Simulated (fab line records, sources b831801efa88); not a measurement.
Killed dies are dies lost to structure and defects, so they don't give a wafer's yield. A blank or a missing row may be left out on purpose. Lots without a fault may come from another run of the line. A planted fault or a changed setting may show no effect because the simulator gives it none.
fab line records | flow sky130
record lots=5 wafers=15 last_day=49
route steps=708 shown SD_N@352 SD_P@359 RES_XHIGH@360 SALICIDE@361 LI_CONTACT@362
lots that met no fault: from a run of the same line without faults
start_h: hours from the record's first day to the start of the lot's first wafer shown | wait_h: hours since the lot's step before | " the same as in the row above | L1.1+2: a row that stands for several wafers | - no value, or no start given | * or withheld: withheld | < > ~ a bound
route shown NAME@n: a module of which the file shows steps, and the number in the route of the first | usual: mean/standard deviation of fault-free wafers | same: alike in all rows | chamber/n: place in a boat | sites: the reading at each site | _std_site: their standard deviation | _edge_site: outer sites' mean less inner sites' | radius_mm: how far each site lies from the wafer's centre | mask NAME#n: copy n | behind: the tool/chamber that last shaped the wafer | hold: why the lot was held/for how many hours/how that ended | device: the transistor (n, p or np) that didn't switch | end of line: the same wafers' tests at the end of the route | a step without rows: its recipe alone | killed: dies lost to structure and defects at the first sort, not the wafer's yield | map: a wafer's dies, x killed, . not, _ none there
set.NAME: the setting as run; set.NAME@STEP: as run at that earlier step | model.NAME: the simulator's own value behind a step, which no gauge read
lots at some steps of the route; a table a step, a row a wafer
services: from which hour (start_h, from the record's first day; less than 0 if before it) a tool's chamber was out of use, for how many hours, and why
## steps
# step SKY_SD_N_IMPLANT_10
# recipe species=P energy_kev=20 dose_cm2=1e+14 tilt_deg=0
# columns lot.wafer tool chamber start_h wait_h
L074.1+2+4 implanter-02 0 631.04 0.1
L079.3+4+5 implanter-01 0 694.69 0.1
L082.3+5+6 implanter-01 0 703.71 0.1
L091.2+4+5 implanter-02 0 769.29 0.1
L092.1+4+5 implanter-03 0 778.21 0.1
# step SKY_SD_N_STRIP_11
# recipe chemistry=O2/N2 power_w=1400 pressure_mtorr=1500 platen_temp_c=withheld o2_flow_sccm=3000 n2_flow_sccm=300 overash_fraction=0.5
# usual drypump_motor_current_A=5.5/0.42 oes_product_au=0.527/0.0047 strip_time_to_endpoint_s=22.55/0.048
# columns lot.wafer tool chamber start_h wait_h drypump_motor_current_A oes_product_au rf_hours_counter_h strip_time_to_endpoint_s
L074.1 plasma_asher-01 1 631.19 0.1 5.4 0.539 49 22.59
L074.2 " 0 " " 5.6 0.521 49 22.57
L074.4 " 1 " " 5.4 0.524 - 22.58
L079.3 plasma_asher-02 0 694.83 0.1 5.2 0.519 - 22.51
L079.4 " 1 " " 6.5 0.528 - 22.52
L079.5 " 0 " " 5.2 0.528 - 22.50
L082.3 plasma_asher-01 1 703.85 0.1 5.4 0.530 - 22.54
L082.5 " 1 " " 5.4 0.523 - 22.52
L082.6 " 0 " " 5.6 0.539 - 22.52
L091.2 plasma_asher-01 0 769.41 0.1 5.7 0.523 60 22.54
L091.4 " 0 " " 5.6 0.528 - 22.55
L091.5 " 0 " " 5.7 0.527 - 22.53
L092.1 plasma_asher-04 0 778.36 0.1 5.0 0.530 37 22.52
L092.4 " 1 " " 5.6 0.526 - 22.49
L092.5 " 1 " " 5.6 0.530 - 22.49
# step SKY_SD_N_TW_MEAS_12
# usual SD_N_TW=3991/34
# columns lot.wafer tool chamber start_h wait_h SD_N_TW
L074.1 film_metro-04 - 631.29 0.1 4030
L074.2 " - " " 4035
L074.4 " - " " 4045
L079.3 film_metro-02 - 694.91 0.1 3994
L079.4 " - " " 3987
L079.5 " - " " 3962
L082.3 film_metro-04 - 703.93 0.1 4032
L082.5 " - " " 4002
L082.6 " - " " 4019
L091.2 film_metro-02 - 769.52 0.1 3961
L091.4 " - " " 3969
L091.5 " - " " 3972
L092.1 film_metro-04 - 778.46 0.1 4034
L092.4 " - " " 4036
L092.5 " - " " 4035
# step SKY_SD_N_CLEAN_13
# recipe chemistry=SC1/SC2 mix=1:4:20 temp_c=70 time_s=150 dry=n2_spin
# columns lot.wafer tool chamber start_h wait_h
L074.1+2+4 wet_bench-01 3 631.35 0.1
L079.3+4+5 wet_bench-03 0 694.95 0.0
L082.3+5+6 wet_bench-03 2 703.97 0.0
L091.2+4+5 wet_bench-02 3 769.57 0.0
L092.1+4+5 wet_bench-03 0 778.52 0.1
# step SKY_SD_N_RTA_14
# recipe temp_c=1075 time_s=2 idle_temp_c=650 ramp_up_c_per_s=150 ramp_down_c_per_s=90 ambient=N2
# usual lamp_power_pct=15.73/0.051 wafer_temp_C_max=1078.0/1.1
# columns lot.wafer tool chamber start_h wait_h lamp_power_pct wafer_temp_C_max
L074.1 rtp_anneal-01 0 631.40 0.0 15.68 1079.3
L074.2 " 0 " " 15.69 1077.5
L074.4 " 0 " " 15.73 1077.4
L079.3 rtp_anneal-01 0 695.02 0.0 15.69 1077.8
L079.4 " 0 " " 15.63 1080.3
L079.5 " 0 " " 15.75 1076.5
L082.3 rtp_anneal-01 0 704.05 0.0 15.68 1078.0
L082.5 " 0 " " 15.81 1081.6
L082.6 " 0 " " 15.82 1079.5
L091.2 rtp_anneal-02 0 769.63 0.0 15.75 1079.9
L091.4 " 0 " " 15.74 1079.3
L091.5 " 0 " " 15.81 1079.6
L092.1 rtp_anneal-01 0 778.57 0.0 15.82 1079.8
L092.4 " 0 " " 15.65 1077.1
L092.5 " 0 " " 15.71 1077.1
# step SKY_SD_N_RS_MEAS_16
# recipe thk_meas_gauge=four-point-probe
# usual SD_N_RS=68.42/0.099
# columns lot.wafer tool chamber start_h wait_h SD_N_RS[ohm/sq]
L074.1 film_metro-02 - 631.58 0.1 68.51
L074.2 " - " " 68.55
L074.4 " - " " 68.48
L079.3 film_metro-01 - 695.22 0.1 68.32
L079.4 " - " " 68.54
L079.5 " - " " 68.38
L082.3 film_metro-01 - 704.24 0.1 68.46
L082.5 " - " " 68.53
L082.6 " - " " 68.46
L091.2 film_metro-04 - 769.82 0.1 68.34
L091.4 " - " " 68.42
L091.5 " - " " 68.36
L092.1 film_metro-01 - 778.75 0.1 68.44
L092.4 " - " " 68.41
L092.5 " - " " 68.53
# step SKY_SD_N_RS_MEAS_17
# recipe thk_meas_gauge=four-point-probe
# usual SD_P_RS=146.7/0.32
# columns lot.wafer tool chamber start_h wait_h SD_P_RS[ohm/sq]
L074.1 film_metro-02 - 631.70 0.1 147.4
L074.2 " - " " 147.7
L074.4 " - " " 147.4
L079.3 film_metro-01 - 695.34 0.1 146.6
L079.4 " - " " 147.0
L079.5 " - " " 147.0
L082.3 film_metro-01 - 704.36 0.1 146.5
L082.5 " - " " 147.3
L082.6 " - " " 146.3
L091.2 film_metro-04 - 769.94 0.1 146.5
L091.4 " - " " 146.6
L091.5 " - " " 146.7
L092.1 film_metro-01 - 778.87 0.1 146.9
L092.4 " - " " 146.7
L092.5 " - " " 147.2
# step SKY_SD_N_RS_MEAS_18
# recipe thk_meas_gauge=four-point-probe
# usual RES_XHIGH_RS=325.9/1.2
# columns lot.wafer tool chamber start_h wait_h RES_XHIGH_RS[ohm/sq]
L074.1 film_metro-02 - 631.82 0.1 327.4
L074.2 " - " " 326.3
L074.4 " - " " 328.6
L079.3 film_metro-01 - 695.46 0.1 326.4
L079.4 " - " " 324.5
L079.5 " - " " 327.2
L082.3 film_metro-01 - 704.48 0.1 326.3
L082.5 " - " " 326.5
L082.6 " - " " 325.3
L091.2 film_metro-04 - 770.06 0.1 326.4
L091.4 " - " " 327.8
L091.5 " - " " 327.0
L092.1 film_metro-01 - 778.99 0.1 327.7
L092.4 " - " " 329.1
L092.5 " - " " 328.9
# step SKY_SALICIDE_CLEAN_00
# recipe chemistry=HF-last time_s=30 dilution=100:1 dry=ipa_marangoni
# columns lot.wafer tool chamber start_h wait_h
L074.1+2+4 wet_bench-02 0 631.94 0.1
L079.3+4+5 wet_bench-02 2 695.54 0.1
L082.3+5+6 wet_bench-04 2 704.56 0.1
L091.2+4+5 wet_bench-04 3 770.16 0.1
L092.1+4+5 wet_bench-04 1 779.11 0.1
# step SKY_LI_CONTACT_HDPCVD_00
# recipe material=PSG target_thk_nm=930 sigma_open_frac=0.3 time_s=155 temp_c=600 sih4_flow_sccm=60 pressure_mtorr=6
# columns lot.wafer tool chamber start_h wait_h
L074.1+2+4 hdpcvd-02 0,1,2 631.95 0.0
L079.3+4+5 hdpcvd-01 0,0,1 695.55 0.0
L082.3+5+6 hdpcvd-02 1,2,1 704.63 0.1
L091.2+4+5 hdpcvd-02 1,2,1 770.17 0.0
L092.1+4+5 hdpcvd-01 1,1,2 779.12 0.0
# step SKY_LI_CONTACT_THK_MEAS_01
# recipe reads=PSG_of_LI_CONTACT_HDPCVD_00
# usual LI_CONTACT_HDPCVD_THK=930/10
# columns lot.wafer tool chamber start_h wait_h LI_CONTACT_HDPCVD_THK[nm]
L074.1 film_metro-01 - 632.06 0.1 910
L074.2 " - " " 918
L074.4 " - " " 903
L079.3 film_metro-01 - 695.68 0.1 933
L079.4 " - " " 931
L079.5 " - " " 940
L082.3 film_metro-04 - 704.75 0.1 932
L082.5 " - " " 934
L082.6 " - " " 933
L091.2 film_metro-02 - 770.29 0.1 951
L091.4 " - " " 945
L091.5 " - " " 938
L092.1 film_metro-04 - 779.23 0.1 914
L092.4 " - " " 917
L092.5 " - " " 927
# step SKY_LI_CONTACT_CMP_02
# recipe material=PSG down_force_psi=4 platen_rpm=60 pad_velocity_m_s=0.94248
# usual motor_current_A=12.3/1.3 time_to_endpoint_s=34.3/2.5
# columns lot.wafer tool chamber start_h wait_h motor_current_A time_to_endpoint_s
L074.2 cmp-01 1 632.12 0.0 12.1 35.9
L074.1 " 3 " " 10.7 36.0
L074.4 " 0 " " 14.6 35.5
L079.4 cmp-02 3 695.77 0.1 11.3 33.8
L079.3 " 0 " " 11.3 36.0
L079.5 " 2 " " 13.3 35.1
L082.3 cmp-01 3 704.84 0.1 10.9 31.1
L082.6 " 2 " " 11.1 31.0
L082.5 " 3 " " 11.7 31.0
L091.4 cmp-01 1 770.34 0.0 12.7 37.7
L091.2 " 3 " " 11.5 36.7
L091.5 " 2 " " 10.8 35.1
L092.4 cmp-01 0 779.29 0.0 14.3 34.0
L092.1 " 1 " " 12.7 30.5
L092.5 " 0 " " 13.7 35.1
# step SKY_LI_CONTACT_BOW_MEAS_03
# recipe mode=bow
# usual LI_CONTACT_BOW=55/6.7
# columns lot.wafer tool chamber start_h wait_h LI_CONTACT_BOW[um]
L074.1 film_metro-01 - 632.42 0.1 50
L074.2 " - " " 59
L074.4 " - " " 59
L079.3 film_metro-02 - 696.06 0.2 57
L079.4 " - " " 50
L079.5 " - " " 55
L082.3 film_metro-04 - 705.13 0.2 54
L082.5 " - " " 63
L082.6 " - " " 60
L091.2 film_metro-04 - 770.66 0.2 71
L091.4 " - " " 61
L091.5 " - " " 53
L092.1 film_metro-02 - 779.59 0.2 49
L092.4 " - " " 63
L092.5 " - " " 51
# step SKY_LI_CONTACT_DEHYDRATE_04
# recipe temp_c=200 time_s=60
# usual heater_power_total_W=160.38/0.12 resist_line_temp_C=23.02/0.11
# columns lot.wafer tool chamber start_h wait_h heater_power_total_W resist_line_temp_C
L074.1 litho_track-04 0 645.26 12.8 160.51 23.02
L074.2 " 0 " " 160.55 22.92
L074.4 " 0 " " 160.38 22.92
L079.3 litho_track-04 0 708.96 12.9 160.45 22.86
L079.4 " 0 " " 160.42 22.92
L079.5 " 0 " " 160.50 22.88
L082.3 litho_track-01 0 718.02 12.9 160.29 23.02
L082.5 " 0 " " 160.29 23.18
L082.6 " 0 " " 160.21 23.18
L091.2 litho_track-01 0 782.95 12.3 160.59 23.14
L091.4 " 0 " " 160.24 23.07
L091.5 " 0 " " 160.35 23.11
L092.1 litho_track-04 0 792.11 12.5 160.56 23.03
L092.4 " 0 " " 160.36 23.12
L092.5 " 0 " " 160.28 23.12
# step SKY_LI_CONTACT_HMDS_05
# recipe prime_time_s=60 prime_temp_c=120
# usual resist_line_temp_C=23.01/0.1
# columns lot.wafer tool chamber start_h wait_h resist_line_temp_C
L074.1 litho_track-04 0 645.41 0.1 23.06
L074.2 " 0 " " 22.88
L074.4 " 0 " " 22.96
L079.3 litho_track-04 0 709.11 0.1 23.17
L079.4 " 0 " " 23.17
L079.5 " 0 " " 23.09
L082.3 litho_track-01 0 718.17 0.1 23.15
L082.5 " 0 " " 23.08
L082.6 " 0 " " 23.10
L091.2 litho_track-01 0 783.10 0.1 23.09
L091.4 " 0 " " 23.12
L091.5 " 0 " " 23.04
L092.1 litho_track-04 0 792.26 0.1 22.95
L092.4 " 0 " " 22.98
L092.5 " 0 " " 22.87
# step SKY_LI_CONTACT_COAT_06
# recipe resist=BARC temp_c=withheld time_s=withheld spin_rpm=3000 resist_thk_nm=60
# usual resist_line_temp_C=*
# columns lot.wafer tool chamber start_h wait_h resist_line_temp_C
L074.1 litho_track-04 0 645.56 0.1 *
L074.2 " 0 " " *
L074.4 " 0 " " *
L079.3 litho_track-04 0 709.26 0.1 *
L079.4 " 0 " " *
L079.5 " 0 " " *
L082.3 litho_track-01 0 718.32 0.1 *
L082.5 " 0 " " *
L082.6 " 0 " " *
L091.2 litho_track-01 0 783.25 0.1 *
L091.4 " 0 " " *
L091.5 " 0 " " *
L092.1 litho_track-04 0 792.41 0.1 *
L092.4 " 0 " " *
L092.5 " 0 " " *
# step SKY_LI_CONTACT_COAT_07
# recipe resist=KrF-thick spin_rpm=3000 resist_thk_nm=450
# usual resist_line_temp_C=23.00/0.11
# columns lot.wafer tool chamber start_h wait_h resist_line_temp_C
L074.1 litho_track-04 0 - - 23.12
L074.2 " 0 " " 23.21
L074.4 " 0 " " 22.83
L079.3 litho_track-04 0 - - 22.97
L079.4 " 0 " " 23.16
L079.5 " 0 " " 23.04
L082.3 litho_track-01 0 - - 23.13
L082.5 " 0 " " 22.99
L082.6 " 0 " " 23.04
L091.2 litho_track-01 0 - - 23.00
L091.4 " 0 " " 23.05
L091.5 " 0 " " 22.90
L092.1 litho_track-04 0 - - 22.94
L092.4 " 0 " " 22.98
L092.5 " 0 " " 22.92
# step SKY_LI_CONTACT_SOFTBAKE_08
# recipe temp_c=99.23 time_s=90 resist=KrF-thick
# usual heater_power_total_W=56.76/0.11 resist_line_temp_C=23.00/0.11
# columns lot.wafer tool chamber start_h wait_h heater_power_total_W resist_line_temp_C
L074.1 litho_track-04 0 - - 56.81 23.06
L074.2 " 0 " " 56.65 23.10
L074.4 " 0 " " 56.92 22.94
L079.3 litho_track-04 0 - - 56.73 23.21
L079.4 " 0 " " 56.70 23.14
L079.5 " 0 " " 56.68 23.13
L082.3 litho_track-01 0 - - 56.77 22.98
L082.5 " 0 " " 56.64 22.91
L082.6 " 0 " " 56.80 22.90
L091.2 litho_track-01 0 - - 56.81 23.20
L091.4 " 0 " " 56.84 23.15
L091.5 " 0 " " 56.96 23.15
L092.1 litho_track-04 0 - - 56.57 23.10
L092.4 " 0 " " 56.66 23.08
L092.5 " 0 " " 56.86 22.84
# step SKY_LI_CONTACT_EXPOSE_09
# recipe mask_id=LICM1 na=0.8 source_shape=annular sigma_inner=0.55 sigma_outer=0.85 target_cd_nm=170 dose_mj=38
# usual exposure_dose_mJ_cm2=38.02/0.046 stage_vel_mm_s=500.02/0.27
# same sigma_outer=0.85
# columns lot.wafer tool chamber start_h wait_h mask exposure_dose_mJ_cm2 stage_vel_mm_s
L074.1 krf_scanner-02 0 - - LICM1#0 37.97 499.70
L074.2 " 0 " " LICM1#0 38.02 499.13
L074.4 " 0 " " LICM1#0 37.97 499.74
L079.3 krf_scanner-02 0 - - LICM1#0 38.02 500.19
L079.4 " 0 " " LICM1#0 37.98 500.57
L079.5 " 0 " " LICM1#0 38.03 500.42
L082.3 krf_scanner-02 0 - - LICM1#0 38.10 499.91
L082.5 " 0 " " LICM1#0 38.04 499.79
L082.6 " 0 " " LICM1#0 38.05 500.11
L091.2 krf_scanner-02 0 - - LICM1#0 37.99 499.81
L091.4 " 0 " " LICM1#0 38.04 499.82
L091.5 " 0 " " LICM1#0 37.97 500.09
L092.1 krf_scanner-02 0 - - LICM1#0 37.96 499.82
L092.4 " 0 " " LICM1#0 37.98 499.62
L092.5 " 0 " " LICM1#0 38.00 499.55
# step SKY_LI_CONTACT_PEB_10
# recipe peb_temp_c=withheld peb_time_s=withheld resist=KrF-thick
# usual resist_line_temp_C=*
# columns lot.wafer tool chamber start_h wait_h resist_line_temp_C
L074.1 litho_track-02 0 - - *
L074.2 " 0 " " *
L074.4 " 0 " " *
L079.3 litho_track-01 0 - - *
L079.4 " 0 " " *
L079.5 " 0 " " *
L082.3 litho_track-01 0 - - *
L082.5 " 0 " " *
L082.6 " 0 " " *
L091.2 litho_track-01 0 - - *
L091.4 " 0 " " *
L091.5 " 0 " " *
L092.1 litho_track-02 0 - - *
L092.4 " 0 " " *
L092.5 " 0 " " *
# step SKY_LI_CONTACT_DEVELOP_11
# recipe develop_time_s=60 resist=KrF-thick dev_temp_c=21
# usual resist_line_temp_C=22.98/0.097
# columns lot.wafer tool chamber start_h wait_h resist_line_temp_C
L074.1 litho_track-02 0 - - 22.96
L074.2 " 0 " " 22.98
L074.4 " 0 " " 23.00
L079.3 litho_track-01 0 - - 23.01
L079.4 " 0 " " 23.10
L079.5 " 0 " " 22.84
L082.3 litho_track-01 0 - - 22.91
L082.5 " 0 " " 22.97
L082.6 " 0 " " 22.93
L091.2 litho_track-01 0 - - 22.97
L091.4 " 0 " " 22.95
L091.5 " 0 " " 23.13
L092.1 litho_track-02 0 - - 22.94
L092.4 " 0 " " 23.03
L092.5 " 0 " " 23.01
# step SKY_LI_CONTACT_CD_MEAS_12
# recipe target_cd_nm=170
# usual cd_nm=170.1/1.6
# columns lot.wafer tool chamber start_h wait_h cd_nm
L074.1 cd_sem-02 - 659.57 - 167.3
L074.2 " - " " 167.9
L074.4 " - " " 167.4
L079.3 cd_sem-02 - 724.16 - 170.3
L079.4 " - " " 171.0
L079.5 " - " " 170.4
L082.3 cd_sem-02 - 731.76 - 172.0
L082.5 " - " " 170.1
L082.6 " - " " 171.1
L091.2 cd_sem-02 - 797.34 - 170.7
L091.4 " - " " 170.7
L091.5 " - " " 168.2
L092.1 cd_sem-01 - 806.27 - 171.8
L092.4 " - " " 172.0
L092.5 " - " " 171.3
# step SKY_LI_CONTACT_OVL_MEAS_13
# usual LI_CONTACT_OVL=-1/5.3
# columns lot.wafer tool chamber start_h wait_h LI_CONTACT_OVL[nm]
L074.1 overlay-01 - 659.69 0.1 -2
L074.2 " - " " -5
L074.4 " - " " -11
L079.3 overlay-01 - 724.25 0.1 9
L079.4 " - " " 0
L079.5 " - " " 3
L082.3 overlay-02 - 731.85 0.1 4
L082.5 " - " " 0
L082.6 " - " " -3
L091.2 overlay-01 - 797.45 0.1 -1
L091.4 " - " " -3
L091.5 " - " " -7
L092.1 overlay-01 - 806.39 0.1 5
L092.4 " - " " 5
L092.5 " - " " 3
# step SKY_LI_CONTACT_ETCH_14
# recipe chemistry=N2/H2 target=BARC ion_energy_ev=200 source_w=500 bias_w=100 pressure_mtorr=30 n2_flow_sccm=100 h2_flow_sccm=200 stop_on=SiO2 time_s=45.9 target_depth_a=600
# usual bias_w=100.04/0.28 drypump_motor_current_A=5.8/0.44 oes_product_au=0.855/0.0046 throttle_valve_pct=13.226/0.0093
# columns lot.wafer tool chamber start_h wait_h bias_w drypump_motor_current_A oes_product_au rf_hours_counter_h throttle_valve_pct
L074.1 rie_diel-03 1 659.72 0.0 99.99 5.8 0.861 42 13.216
L074.2 " 2 " " 100.29 6.4 0.861 7 13.216
L074.4 " 0 " " 100.31 5.8 0.860 5 13.223
L079.3 rie_diel-01 2 724.28 0.0 99.99 5.3 0.850 42 13.237
L079.4 " 0 " " 100.00 5.8 0.858 7 13.232
L079.5 " 3 " " 99.95 4.8 0.851 - 13.236
L082.3 rie_diel-03 1 731.88 0.0 99.72 5.8 0.852 44 13.228
L082.5 " 0 " " 99.85 5.8 0.856 - 13.226
L082.6 " 1 " " 99.25 5.8 0.857 - 13.217
L091.2 rie_diel-03 3 797.48 0.0 100.13 6.3 0.858 7 13.214
L091.4 " 1 " " 100.03 5.9 0.851 0 13.229
L091.5 " 3 " " 100.33 6.3 0.859 - 13.202
L092.1 rie_diel-04 0 806.42 0.0 100.33 6.1 0.858 15 13.221
L092.4 " 2 " " 99.93 5.7 0.861 12 13.225
L092.5 " 2 " " 100.80 5.6 0.854 - 13.224
# step SKY_LI_CONTACT_ETCH_15
# recipe target=PSG chemistry=C4F8/O2/Ar stop_on=Si taper_deg=4.15 mask_material=KrF-thick source_w=1500 bias_w=1200 pressure_mtorr=40 c4f8_flow_sccm=withheld O2_flow_sccm=6 Ar_flow_sccm=300 time_s=withheld target_depth_a=6000
# usual bias_w=1200/3.9 oes_product_au=0.836/0.0045
# columns lot.wafer tool chamber start_h wait_h bias_w oes_product_au
L074.1 rie_diel-03 1 659.76 0.0 1195 0.835
L074.2 " 2 " " 1201 0.832
L074.4 " 0 " " 1198 0.838
L079.3 rie_diel-01 2 724.32 0.0 1200 0.839
L079.4 " 0 " " 1197 0.843
L079.5 " 3 " " 1199 0.841
L082.3 rie_diel-03 1 731.92 0.0 1199 0.838
L082.5 " 0 " " 1202 0.833
L082.6 " 1 " " 1198 0.838
L091.2 rie_diel-03 3 797.52 0.0 1197 0.830
L091.4 " 1 " " 1201 0.833
L091.5 " 3 " " 1201 0.837
L092.1 rie_diel-04 0 806.46 0.0 1204 0.840
L092.4 " 2 " " 1200 0.841
L092.5 " 2 " " 1200 0.842
# step SKY_LI_CONTACT_STRIP_16
# recipe chemistry=O2/N2 power_w=1400 pressure_mtorr=1500 platen_temp_c=withheld o2_flow_sccm=3000 n2_flow_sccm=300 overash_fraction=0.5
# usual drypump_motor_current_A=5.7/0.49 oes_product_au=0.376/0.0048 strip_time_to_endpoint_s=3.51/0.031
# columns lot.wafer tool chamber start_h wait_h drypump_motor_current_A oes_product_au rf_hours_counter_h strip_time_to_endpoint_s
L074.1 plasma_asher-03 0 659.85 - 6.0 0.370 81 3.44
L074.2 " 1 " " 5.9 0.377 81 3.54
L074.4 " 1 " " 5.9 0.373 - 3.49
L079.3 plasma_asher-04 0 724.44 - 5.0 0.377 - 3.50
L079.4 " 1 " " 5.6 0.380 - 3.50
L079.5 " 0 " " 5.0 0.371 - 3.46
L082.3 plasma_asher-02 0 732.04 - 5.2 0.370 - 3.46
L082.5 " 1 " " 6.5 0.366 - 3.52
L082.6 " 0 " " 5.2 0.375 - 3.50
L091.2 plasma_asher-04 1 797.60 - 5.6 0.374 39 3.56
L091.4 " 1 " " 5.6 0.378 - 3.55
L091.5 " 0 " " 5.0 0.385 - 3.58
L092.1 plasma_asher-04 1 806.55 - 5.7 0.376 39 3.55
L092.4 " 0 " " 5.0 0.376 - 3.53
L092.5 " 1 " " 5.6 0.383 - 3.54
# step SKY_LI_CONTACT_CLEAN_17
# recipe chemistry=NMP time_s=600 temp_c=60 dry=n2_spin
# columns lot.wafer tool chamber start_h wait_h
L074.1+2+4 wet_bench-02 2 659.95 0.1
L079.3+4+5 wet_bench-02 0 724.50 0.0
L082.3+5+6 wet_bench-02 3 732.10 0.0
L091.2+4+5 wet_bench-04 1 797.70 0.1
L092.1+4+5 wet_bench-01 3 806.65 0.1
# step SKY_LI_CONTACT_PRE_CLEAN_18
# recipe gas=Ar time_s=5.6 bias_v=358
# usual bias_v=358/3.2
# columns lot.wafer tool chamber start_h wait_h bias_v
L074.1 pvd_sputter-01 - 660.14 0.0 354
L074.2 " - " " 354
L074.4 " - " " 361
L079.3 pvd_sputter-04 - 724.68 0.0 353
L079.4 " - " " 356
L079.5 " - " " 357
L082.3 pvd_sputter-02 - 732.28 0.0 356
L082.5 " - " " 357
L082.6 " - " " 362
L091.2 pvd_sputter-02 - 797.88 0.0 359
L091.4 " - " " 358
L091.5 " - " " 360
L092.1 pvd_sputter-01 - 806.82 0.0 357
L092.4 " - " " 363
L092.5 " - " " 356
# step SKY_LI_CONTACT_SPUTTER_19
# recipe material=Ti target_thk_nm=20 chamber_pressure_pa=5 power_w=2500 substrate_temp_c=200 time_s=106.37
# usual throttle_valve_pct=29.9/1.1
# columns lot.wafer tool chamber start_h wait_h throttle_valve_pct
L074.1 pvd_sputter-01 - 660.16 0.0 30.3
L074.2 " - " " 28.5
L074.4 " - " " 30.3
L079.3 pvd_sputter-04 - 724.70 0.0 27.1
L079.4 " - " " 30.7
L079.5 " - " " 27.4
L082.3 pvd_sputter-02 - 732.30 0.0 29.7
L082.5 " - " " 30.0
L082.6 " - " " 29.5
L091.2 pvd_sputter-02 - 797.90 0.0 29.4
L091.4 " - " " 30.1
L091.5 " - " " 29.7
L092.1 pvd_sputter-01 - 806.84 0.0 28.3
L092.4 " - " " 30.1
L092.5 " - " " 30.4
# step SKY_LI_CONTACT_SPUTTER_20
# recipe material=TiN target_thk_nm=20 chamber_pressure_pa=5 power_w=4000 time_s=80
# usual throttle_valve_pct=29.9/1.1
# columns lot.wafer tool chamber start_h wait_h throttle_valve_pct
L074.1 pvd_sputter-01 - 660.24 0.0 30.7
L074.2 " - " " 28.8
L074.4 " - " " 30.1
L079.3 pvd_sputter-04 - 724.77 0.0 27.6
L079.4 " - " " 30.7
L079.5 " - " " 27.2
L082.3 pvd_sputter-02 - 732.37 0.0 29.7
L082.5 " - " " 30.1
L082.6 " - " " 29.6
L091.2 pvd_sputter-02 - 797.98 0.0 29.7
L091.4 " - " " 29.9
L091.5 " - " " 29.7
L092.1 pvd_sputter-01 - 806.92 0.0 28.8
L092.4 " - " " 30.1
L092.5 " - " " 30.4
# step SKY_LI_CONTACT_CVD_21
# recipe material=W target_thk_nm=400 time_s=120.56 temp_c=400 pressure_torr=40
# usual chamber_pressure_Torr=40.00/0.094 heater_power_w=806/85
# columns lot.wafer tool chamber start_h wait_h chamber_pressure_Torr heater_power_w
L074.1 cvd_w-01 1 660.30 0.0 39.91 702
L074.2 " 0 " " 39.97 903
L074.4 " 1 " " 40.00 717
L079.3 cvd_w-01 0 724.88 0.1 39.84 920
L079.4 " 1 " " 40.04 702
L079.5 " 0 " " 39.94 933
L082.3 cvd_w-02 1 732.48 0.1 39.92 811
L082.5 " 0 " " 40.01 765
L082.6 " 1 " " 39.94 821
L091.2 cvd_w-02 1 798.04 0.0 39.99 824
L091.4 " 1 " " 40.05 836
L091.5 " 1 " " 40.08 820
L092.1 cvd_w-01 0 806.98 0.0 39.94 914
L092.4 " 1 " " 40.04 713
L092.5 " 1 " " 39.92 703
# step SKY_LI_CONTACT_RS_MEAS_22
# recipe thk_meas_gauge=four-point-probe reads=W_of_LI_CONTACT_CVD_21+TiN_of_LI_CONTACT_SPUTTER_20+Ti_of_LI_CONTACT_SPUTTER_19
# usual LI_CONTACT_W_RS=0.281/0.0035
# columns lot.wafer tool chamber start_h wait_h LI_CONTACT_W_RS[ohm/sq]
L074.1 film_metro-01 - 660.42 0.1 0.279
L074.2 " - " " 0.283
L074.4 " - " " 0.280
L079.3 film_metro-04 - 725.00 0.1 0.279
L079.4 " - " " 0.277
L079.5 " - " " 0.276
L082.3 film_metro-01 - 732.60 0.1 0.285
L082.5 " - " " 0.285
L082.6 " - " " 0.284
L091.2 film_metro-04 - 798.18 0.1 0.281
L091.4 " - " " 0.283
L091.5 " - " " 0.282
L092.1 film_metro-04 - 807.11 0.1 0.279
L092.4 " - " " 0.277
L092.5 " - " " 0.279
# step SKY_LI_CONTACT_THK_MEAS_23
# recipe thk_meas_gauge=xrf reads=W_of_LI_CONTACT_CVD_21
# usual LI_CONTACT_W_THK=407/8
# columns lot.wafer tool chamber start_h wait_h LI_CONTACT_W_THK[nm]
L074.1 film_metro-01 - 660.54 0.1 412
L074.2 " - " " 406
L074.4 " - " " 412
L079.3 film_metro-04 - 725.10 0.1 411
L079.4 " - " " 415
L079.5 " - " " 415
L082.3 film_metro-01 - 732.70 0.1 407
L082.5 " - " " 407
L082.6 " - " " 410
L091.2 film_metro-04 - 798.29 0.1 411
L091.4 " - " " 406
L091.5 " - " " 408
L092.1 film_metro-04 - 807.23 0.1 413
L092.4 " - " " 416
L092.5 " - " " 411
# step SKY_LI_CONTACT_CMP_24
# recipe stop_on=PSG t_overpolish_s=20 down_force_psi=3.5 platen_rpm=60 target_thk_nm=0 pad_velocity_m_s=0.94248
# usual motor_current_A=11.4/1.2 overpolish_run_s=20.000/0.0085 time_to_endpoint_s=100/3.1
# columns lot.wafer tool chamber start_h wait_h motor_current_A overpolish_run_s time_to_endpoint_s
L074.4 cmp-02 3 660.67 0.1 10.7 19.997 105
L074.2 " 1 " " 12.2 20.001 100
L074.1 " 2 " " 11.5 20.010 104
L079.4 cmp-01 0 725.19 0.1 12.5 20.004 102
L079.3 " 2 " " 10.2 19.993 98
L079.5 " 0 " " 12.7 20.016 103
L082.3 cmp-01 0 732.74 0.0 12.5 19.998 98
L082.5 " 0 " " 12.9 20.005 102
L082.6 " 1 " " 12.3 19.987 100
L091.2 cmp-01 1 798.39 0.1 12.4 19.986 94
L091.4 " 2 " " 9.9 20.002 97
L091.5 " 0 " " 13.1 19.995 98
L092.1 cmp-02 2 807.34 0.1 11.9 20.005 103
L092.4 " 0 " " 10.4 20.007 102
L092.5 " 2 " " 12.3 20.011 103
## services
# columns tool chamber start_h hours kind
krf_scanner-02 - 620.83 0.8 pm
cmp-01 - 634.31 0.4 repair
pvd_sputter-04 - 638.67 0.7 repair
pvd_sputter-04 - 649.23 1.1 repair
cmp-01 - 655.62 6.1 pm
pvd_sputter-02 - 655.62 3.2 repair
pvd_sputter-02 - 668.95 0.9 repair
cmp-01 - 673.85 0.8 repair
krf_scanner-02 - 674.45 4.1 repair
plasma_asher-01 - 675.51 28.1 pm
cmp-02 - 686.09 1.6 repair
hdpcvd-02 0 702.43 7.8 repair
hdpcvd-02 - 706.30 0.9 repair
hdpcvd-02 1 707.61 15.3 repair
wet_bench-02 - 727.66 0.6 repair
krf_scanner-02 - 734.86 3.6 pm
pvd_sputter-01 - 744.41 60.3 repair
krf_scanner-02 - 745.35 1.0 pm
pvd_sputter-01 - 748.20 5.6 repair
krf_scanner-02 - 774.58 6.3 repair
krf_scanner-02 - 780.87 1.3 pm
cmp-01 - 781.42 4.2 pm
rie_diel-03 3 784.35 4.3 repair
krf_scanner-02 - 789.63 0.8 pm
## key
fault none
